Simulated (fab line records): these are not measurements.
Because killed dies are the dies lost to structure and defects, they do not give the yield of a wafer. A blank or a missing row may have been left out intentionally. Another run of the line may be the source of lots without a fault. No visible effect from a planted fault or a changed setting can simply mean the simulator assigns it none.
Comparing a struck lot with a sound one + flow gf180mcu + 17 out of 602 route steps
Sound: these wafers, L885.1, L885.2, L885.5. Struck: wafer L893.2 (L893.1, L893.4, from the same lot, were not struck and are left out); the cause is given at the end.
Order at every step that has rows: each side's tool, ch and its chambers, its first start. Under that, the readings that differ: sound wafers + struck wafers + difference of the means + sigmas: that difference in standard deviations of wafers without a fault.
alike: words and numbers the same on both sides, and readings whose means are apart by under 2 such deviations; not compared: readings that were withheld, readings missing a value for some wafer, numbers with overlapping values and no deviation given by the record, and bounds like >300 which may hide the same value.
A row with sigmas, a row that says differs or no value, or rows on one side alone: a step with any of these is where the two part. Numbers that have no deviation but don't overlap get no sigmas and don't part them. A reading missing from all wafers of one side parts the sides only when that side holds two or more wafers.

first, 3 steps without rows for these wafers: GF_V5_EXPOSE_11 (exposes mask Via5, target cd 260 nm); GF_V5_PEB_12 (peb time 90 s); GF_V5_DEVELOP_13 (develop time 60 s).
GF_V5_CD_MEAS_14 targets a cd of 260 nm.
  struck on cd_sem-02, day 30 18:50; sound on cd_sem-02, day 28 12:26
  alike: cd_nm
GF_V5_OVL_MEAS_15:
  struck on overlay-02, day 30 18:57; sound on overlay-01, day 28 12:33
  alike: V5_OVL
GF_V5_ETCH_16: etches BARC in N2/H2.
  sound on rie_diel-01 ch 0,3, day 28 12:35; struck on rie_diel-01 ch 3, day 30 18:59
  alike: drypump_motor_current_A, oes_product_au, throttle_valve_pct
then, 1 step without rows for these wafers: GF_V5_ETCH_17 (etches SiO2 in C4F8/O2/Ar, stops on TiN, target depth 855 nm).
GF_V5_STRIP_18: strips in O2/N2.
  sound on plasma_asher-04 ch 0,1, day 28 12:44; struck on plasma_asher-03 ch 0, day 30 19:08
  alike: drypump_motor_current_A, heater_power_w, oes_product_au
  not compared: rf_hours_counter_h
then, 2 steps without rows for these wafers: GF_V5_STRIP_19 (strips in post etch residue remover, time 1200 s); GF_V5_CLEAN_20 (cleans in DIW).
GF_V5_SPUTTER_21: material Ti, target thk 15 nm, time 80.02 s.
  struck on pvd_sputter-02, day 30 19:41; sound on pvd_sputter-04, day 28 13:19
  alike: throttle_valve_pct
GF_V5_SPUTTER_22: material TiN, target thk 10 nm, time 40 s.
  struck on pvd_sputter-02, day 30 19:44; sound on pvd_sputter-04, day 28 13:23
  alike: throttle_valve_pct
GF_V5_CVD_23: deposits W, target thk 350 nm, time 104.9 s.
  sound on cvd_w-01 ch 0,1, day 28 13:25; struck on cvd_w-01 ch 0, day 30 19:47
| reading                          | sound             | struck | difference | sigmas |
|----------------------------------|-------------------|--------|------------|--------|
| model.W_of_V5_CVD_23.thk_nm (nm) | 348.5 342.3 339.6 | 206.4  | -137.1     |        |
  alike: heater_power_w
  not compared: since_wet_clean_h
GF_V5_RS_MEAS_24: measurement is done with a four-point probe.
  struck on film_metro-01, day 30 19:54; sound on film_metro-04, day 28 13:32
| reading          | sound             | struck | difference | sigmas |
|------------------|-------------------|--------|------------|--------|
| V5_W_RS (ohm/sq) | 0.328 0.335 0.338 | 0.558  | +0.224     | +42    |
GF_V5_THK_MEAS_25: measures by xrf.
  struck on film_metro-01, day 30 20:01; sound on film_metro-04, day 28 13:39
| reading       | sound       | struck | difference | sigmas |
|---------------|-------------|--------|------------|--------|
| V5_W_THK (nm) | 340 335 332 | 204    | -132       | -20    |
GF_V5_CMP_26: polishes, stops on SiO2, t overpolish 15 s, target thk 0 nm.
  sound on cmp-01 ch 1,2,3, day 28 13:43; struck on cmp-02 ch 1, day 30 20:05
| reading                | sound    | struck | difference | sigmas |
|------------------------|----------|--------|------------|--------|
| time_to_endpoint_s (s) | 81 81 87 | 48     | -35        | -8     |
  alike: motor_current_A, retaining_ring_pressure_frac, slurry_filter_dp_kPa
GF_TOP_METAL_SPUTTER_00: material Ti, target thk 37.5 nm, time 150 s.
  struck on pvd_sputter-04, day 30 20:23; sound on pvd_sputter-04, day 28 14:01
  alike: throttle_valve_pct

== WHERE THEY PART ==
First at GF_V5_RS_MEAS_24; last, within this record, at GF_V5_CMP_26. Later steps at which nothing parts them and some readings are alike: GF_TOP_METAL_SPUTTER_00.

WHY: what the simulator had put in
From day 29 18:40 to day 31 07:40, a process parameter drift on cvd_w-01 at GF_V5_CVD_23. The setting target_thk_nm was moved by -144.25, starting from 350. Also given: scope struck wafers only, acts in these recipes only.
